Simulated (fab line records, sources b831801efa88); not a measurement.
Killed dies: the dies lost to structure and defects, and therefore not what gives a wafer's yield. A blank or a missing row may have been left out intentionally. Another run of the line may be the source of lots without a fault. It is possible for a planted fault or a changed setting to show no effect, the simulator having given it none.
Which of the tools did it? | flow sky130 | 12 lots with 36 wafers sampled at 3 steps, on a route of 708 steps

## WHAT EACH GAUGE READ, for each wafer
SKY_PASSIVATION_THK_MEAS_01. Usual: PASSIVATION_CVD_00_THK 90.2 nm, standard deviation 1.1.
lot  | measured     | on            | PASSIVATION_CVD_00_THK (nm) | flag
L592 | day 44 03:22 | film_metro-01 | 91.6 90.0 91.0              |
L593 | day 44 13:44 | film_metro-03 | 89.0 88.5 90.4              |
L594 | day 45 01:24 | film_metro-03 | 91.6 89.9 91.5              |
L595 | day 45 04:18 | film_metro-04 | 89.4 90.6 88.9              |
L596 | day 45 04:56 | film_metro-04 | 90.5 91.0 91.1              |
L601 | day 46 18:41 | film_metro-03 | 90.1 88.7 92.7              |
L603 | day 47 06:47 | film_metro-03 | 90.5 90.2 92.0              |
L606 | day 47 12:53 | film_metro-04 | 90.1 91.6 90.5              |
L609 | day 48 09:20 | film_metro-01 | 90.8 90.5 92.1              |
L612 | day 48 19:52 | film_metro-04 | 90.2 89.7 91.8              |
L613 | day 49 04:06 | film_metro-04 | 88.9 89.9 91.0              |
L614 | day 49 11:14 | film_metro-03 | 89.9 89.4 89.4              |

## TOOL THAT RAN EACH LOT (tool first, then ch and the chambers of the sampled wafers, then the start)
lot  | SKY_CAP2M_METAL_ETCH_13           | SKY_METAL4_CLEAN_21
L592 | rie_metal-04 ch 0,1, day 41 01:04 | wet_bench-04 ch 3, day 42 02:53
L593 | rie_metal-04 ch 0,1, day 41 12:15 | wet_bench-02 ch 3, day 42 13:41
L594 | rie_metal-02 ch 0, day 42 01:58   | wet_bench-03 ch 1, day 43 02:26
L595 | rie_metal-04 ch 0,1, day 42 04:38 | wet_bench-04 ch 2, day 43 05:12
L596 | rie_metal-01 ch 0,1, day 42 05:37 | wet_bench-02 ch 1, day 43 06:09
L601 | rie_metal-02 ch 0,1, day 43 21:43 | wet_bench-02 ch 3, day 44 21:28
L603 | rie_metal-01 ch 0,1, day 44 11:03 | wet_bench-02 ch 3, day 45 10:16
L606 | rie_metal-02 ch 0,1, day 44 17:27 | wet_bench-02 ch 0, day 45 16:35
L609 | rie_metal-02 ch 0, day 45 16:40   | wet_bench-03 ch 3, day 46 14:32
L612 | rie_metal-02 ch 0,1, day 46 02:25 | wet_bench-03 ch 3, day 47 01:14
L613 | rie_metal-01 ch 0,1, day 46 12:31 | wet_bench-04 ch 0, day 47 10:23
L614 | rie_metal-04 ch 0, day 46 21:31   | wet_bench-03 ch 1, day 47 19:22
- SKY_CAP2M_METAL_ETCH_13: etches TiN in Cl2/BCl3, stops on SiO2, target depth 220 nm, time 62.9 s.
- SKY_METAL4_CLEAN_21: cleans in IPA, time 180 s.

## AS READ BY THE TOOLS THEMSELVES (means over the sampled wafers that have a number; for cases with no such wafer, the mark the record gives instead)
SKY_CAP2M_METAL_ETCH_13. Usual: chamber_pressure_mTorr 10.001 mTorr, standard deviation 0.0092; drypump_motor_current_A 5.44 A, standard deviation 0.3; oes_product_au 0.942 a.u., standard deviation 0.0084; throttle_valve_pct 21.901 %, standard deviation 0.0094.
lot  | tool         | chamber_pressure_mTorr (mTorr) | drypump_motor_current_A (A) | oes_product_au (a.u.) | throttle_valve_pct (%) | flag
L592 | rie_metal-04 | 9.997                          | 5.40                        | 0.937                 | 21.901                 |
L593 | rie_metal-04 | 10.005                         | 5.39                        | 0.942                 | 21.899                 |
L594 | rie_metal-02 | 9.996                          | 5.73                        | 0.953                 | 21.898                 |
L595 | rie_metal-04 | 10.004                         | 5.38                        | 0.954                 | 21.896                 |
L596 | rie_metal-01 | 10.003                         | 5.58                        | 0.938                 | 21.906                 |
L601 | rie_metal-02 | 9.997                          | 5.23                        | 0.947                 | 21.899                 |
L603 | rie_metal-01 | 10.000                         | 5.59                        | 0.944                 | 21.905                 |
L606 | rie_metal-02 | 9.995                          | 5.22                        | 0.942                 | 21.904                 |
L609 | rie_metal-02 | 9.998                          | 5.70                        | 0.939                 | 21.904                 |
L612 | rie_metal-02 | 10.009                         | 5.47                        | 0.938                 | 21.905                 |
L613 | rie_metal-01 | 9.995                          | 5.59                        | 0.938                 | 21.891                 |
L614 | rie_metal-04 | 10.005                         | 5.28                        | 0.940                 | 21.901                 |

## THE ANSWER, worked out from the rows above alone
Rule: a lot counts as off when the mean over its wafers that have a number is more than 3 standard deviations away from the usual mean. Also off: a lot with no number at a reading for which 4 or more lots have one. Any other lot the step has rows for is counted as sound. After the gauges, taken in route order, come the tools' own readings; for these a lot's mean is taken, as printed above. At the first step where some lot is off, the reading lying furthest off is the one used; lots without a number count as furthest.
Nothing can be told from this: no lot is off at any reading shown.

## WHAT THE SIMULATOR HAD PUT IN
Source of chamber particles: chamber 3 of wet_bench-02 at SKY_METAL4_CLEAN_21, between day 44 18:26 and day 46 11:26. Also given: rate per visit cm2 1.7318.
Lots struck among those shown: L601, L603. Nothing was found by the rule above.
